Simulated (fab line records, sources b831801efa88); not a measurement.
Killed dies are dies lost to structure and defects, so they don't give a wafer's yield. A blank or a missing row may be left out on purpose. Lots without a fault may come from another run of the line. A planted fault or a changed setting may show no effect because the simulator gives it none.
One fault seen from 2 desks | flow sky130 | each desk has only its own numbers; what lay behind them comes last

THE TOOL OWNER'S DESK: rie_metal-02
The tool's own readings at SKY_METAL1_METAL_ETCH_19 (etches the open film in Cl2/BCl3, stops on SiO2, target depth 360 nm, time 78 s): means of the sampled wafers that have a number, for each lot that ran on this tool. A lot is out of limits, marked OUT, if its mean lies more than 4 standard deviations from the usual mean; the brackets give that distance.
Columns: A = drypump_motor_current_A at SKY_METAL1_METAL_ETCH_19, usual 5.7 A; B = oes_product_au at SKY_METAL1_METAL_ETCH_19, usual 0.855 a.u.; C = throttle_valve_pct at SKY_METAL1_METAL_ETCH_19, usual 22.264 %
lot  | first seen here | A   | B               | C
L176 | day 35 06:58    | 5.5 | 0.690 (-28) OUT | 22.260
L181 | day 35 23:50    | 5.4 | 0.687 (-29) OUT | 22.256
L188 | day 38 02:10    | 5.5 | 0.856           | 22.272
L189 | day 38 06:29    | 6.2 | 0.848           | 22.274
L190 | day 38 21:35    | 6.6 | 0.856           | 22.262
L192 | day 39 01:28    | 5.9 | 0.847           | 22.264
L194 | day 39 21:02    | 6.6 | 0.849           | 22.260
This desk's finding: out of limits on L176, L181; first on L176, day 35 06:58 (oes_product_au at SKY_METAL1_METAL_ETCH_19). In limits: L188, L189, L190, L192, L194.

THE METROLOGY DESK
What the gauges read, lot by lot, whatever tool the lot ran on: means of the sampled wafers that have a number. A lot is out of limits, marked OUT, if its mean lies more than 4 standard deviations from the usual mean; the brackets give that distance.
Columns: A = cd_nm at SKY_SD_N_CD_MEAS_07, usual 379.8 nm
lot  | first seen here | A
L176 | day 30 12:17    | 382.1
L181 | day 31 04:05    | 380.6
L187 | day 33 06:22    | 378.7
L188 | day 33 07:56    | 380.0
L189 | day 33 12:16    | 381.4
L190 | day 34 03:46    | 381.0
L191 | day 34 08:07    | 385.1
L192 | day 34 09:01    | 380.4
L193 | day 34 20:34    | 379.2
L194 | day 35 06:07    | 380.4
This desk's finding: nothing out of limits on any of the 10 lots.

PUT TOGETHER
The tool owner's desk could have raised an alarm at day 35 06:58, on L176, L181.
The metrology desk saw nothing out of limits.
The metrology desk has L176, L181 on record, within its limits.
Of the lots named, all ran SKY_METAL1_METAL_ETCH_19 on rie_metal-02.

WHAT THE SIMULATOR HAD PUT IN
Process parameter drift: rie_metal-02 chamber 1, from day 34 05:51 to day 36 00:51, at SKY_METAL1_METAL_ETCH_19. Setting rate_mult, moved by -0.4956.
Lots struck among those shown: L176, L181.
Hours from the fault's start to each desk's first reading out of limits: the tool owner's desk, 25.
